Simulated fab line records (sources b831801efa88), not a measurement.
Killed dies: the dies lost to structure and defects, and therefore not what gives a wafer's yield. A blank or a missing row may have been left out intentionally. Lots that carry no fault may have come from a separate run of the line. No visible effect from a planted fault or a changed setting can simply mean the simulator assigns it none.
Which tool was responsible? / flow gf180mcu / 7 lots, 21 wafers sampled, at 4 steps of a route of 602

## WHAT EACH GAUGE READ, for each wafer
GF_M1_OVL_MEAS_15.
lot=L461; measured=day 17 11:58; on=overlay-01; M1_OVL (nm)=9 5 1
lot=L464; measured=day 18 15:37; on=overlay-01; M1_OVL (nm)=0 5 -4
lot=L468; measured=day 20 04:43; on=overlay-01; M1_OVL (nm)=-12 -9 -10
lot=L470; measured=day 20 16:55; on=overlay-02; M1_OVL (nm)=3 -7 -6
lot=L475; measured=day 22 17:43; on=overlay-02; M1_OVL (nm)=- - -
lot=L477; measured=day 23 10:52; on=overlay-02; M1_OVL (nm)=- - -
lot=L482; measured=day 24 19:22; on=overlay-01; M1_OVL (nm)=5 -11 -5

## WHICH TOOL RAN EACH LOT (tool, then ch and the chambers of the sampled wafers, then the start)
lot=L461; GF_SALICIDE_SPUTTER_03=pvd sputter-03, day 15 11:41; GF_CONTACT_ETCH_16=rie diel-01 ch 1,2,3, day 16 11:52; GF_M1_PEB_12=litho track-03 ch 0, day 17 11:30
lot=L464; GF_SALICIDE_SPUTTER_03=pvd sputter-03, day 16 15:11; GF_CONTACT_ETCH_16=rie diel-02 ch 1,2,3, day 17 14:46; GF_M1_PEB_12=litho track-04 ch 0, day 18 15:08
lot=L468; GF_SALICIDE_SPUTTER_03=pvd sputter-01, day 18 01:04; GF_CONTACT_ETCH_16=rie diel-03 ch 0,3, day 19 02:50; GF_M1_PEB_12=litho track-02 ch 0, day 20 04:17
lot=L470; GF_SALICIDE_SPUTTER_03=pvd sputter-04, day 18 13:19; GF_CONTACT_ETCH_16=rie diel-02 ch 0,3, day 19 15:25; GF_M1_PEB_12=litho track-02 ch 0, day 20 16:27
lot=L475; GF_SALICIDE_SPUTTER_03=pvd sputter-03, day 20 15:35; GF_CONTACT_ETCH_16=rie diel-03 ch 0,1, day 21 17:37; GF_M1_PEB_12=litho track-04, day 22 17:16
lot=L477; GF_SALICIDE_SPUTTER_03=pvd sputter-03, day 21 10:56; GF_CONTACT_ETCH_16=rie diel-02 ch 1,2,3, day 22 11:19; GF_M1_PEB_12=litho track-03, day 23 10:24
lot=L482; GF_SALICIDE_SPUTTER_03=pvd sputter-01, day 22 19:52; GF_CONTACT_ETCH_16=rie diel-01 ch 0,3, day 23 19:30; GF_M1_PEB_12=litho track-04 ch 0, day 24 18:57
- GF_SALICIDE_SPUTTER_03: material TiN, target thk 20 nm, time 16.7 s.
- GF_CONTACT_ETCH_16: etches BARC in N2/H2.
- GF_M1_PEB_12: peb time 90 s.

## THE ANSWER, worked out from the rows above alone
Rule: what is usual is taken from the lots themselves. Put in order of their means at a reading, lots are off if they are a third of the lots or fewer, leave a main group of 4 or more, and stand apart from it by a gap of 3 or more times the standard deviation of the main group's means; of several such gaps the widest counts. A main group is skipped when, at the precision printed for the reading in the tables above, its means are all equal. Also off: a lot with no number at a reading for which 4 or more lots have one. All remaining lots with rows at the step are treated as sound.
Off: at GF_M1_OVL_MEAS_15 (M1_OVL), L475, L477. Without a number there: L475, L477. Mean -2 nm and standard deviation 5.1 in the main group.
If a tool, at a process step before that reading, ran all the lots that are off and no sound lot after the first of them, it fits. Those tools and the gauges at GF_M1_OVL_MEAS_15 are tried in the same way. Can't be told from this: 2 tools fit, pvd sputter-03 at GF_SALICIDE_SPUTTER_03, overlay-02 at GF_M1_OVL_MEAS_15.

## WHAT WAS PUT IN BY THE SIMULATOR
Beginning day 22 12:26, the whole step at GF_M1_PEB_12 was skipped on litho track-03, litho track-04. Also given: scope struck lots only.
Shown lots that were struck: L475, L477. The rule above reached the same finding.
